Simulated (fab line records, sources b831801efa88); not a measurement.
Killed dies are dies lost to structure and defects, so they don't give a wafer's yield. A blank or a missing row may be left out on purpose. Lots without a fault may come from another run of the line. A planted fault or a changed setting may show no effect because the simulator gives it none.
Chamber matching | flow sky130 | SKY_VIA2_CMP_24 on cmp-02: 4 sister chambers
The step polishes, stops on SiO2, t overpolish 20 s, target thk 0 nm. 8 wafers are shown with their chamber, then 6 later ones without.

WAFERS WITH THEIR CHAMBER
wafer  | chamber | motor_current_A (A) | slurry_flow_ml_min
L236.2 | 2       | 10.3                | 150.3
L236.4 | 3       | 10.2                | 151.0
L236.6 | 1       | 12.2                | 149.7
L241.1 | 0       | 8.8                 | 150.0
L241.3 | 1       | 11.5                | 150.7
L241.4 | 3       | 9.9                 | 149.8
L243.2 | 2       | 10.2                | 149.8
L243.4 | 0       | 8.7                 | 150.1

WAFERS WITHOUT THEIR CHAMBER
wafer  | motor_current_A (A) | slurry_flow_ml_min
L243.6 | 8.9                 | 150.4
L244.3 | 11.6                | 149.4
L244.6 | 10.7                | 149.8
L248.1 | 10.1                | 149.6
L248.4 | 10.7                | 150.2
L248.6 | 10.5                | 149.8

WHICH CHAMBER EACH WENT THROUGH
wafer  | from the rows above     | in truth
L243.6 | 0                       | 0
L244.3 | 1                       | 1
L244.6 | can't be placed: 2 or 3 | 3
L248.1 | can't be placed: 2 or 3 | 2
L248.4 | can't be placed: 2 or 3 | 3
L248.6 | can't be placed: 2 or 3 | 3
Placed correctly: 2 of 6. Can't be placed from these rows: 4 (the true chamber is among the candidates in 4). Placed wrongly: 0.
How it was worked out, from the rows above alone: a wafer's distance from a chamber is the root of the sum, over the readings, of the square of ((its reading less the chamber's mean) divided by the reading's scatter). The wafer belongs to the nearest chamber; if the next one is less than 2 further off, it can't be placed. A chamber's mean is the mean of its shown wafers. The scatter: the root of (the sum of the squares of (reading less its chamber's mean) over the shown wafers, divided by (wafers less chambers)).
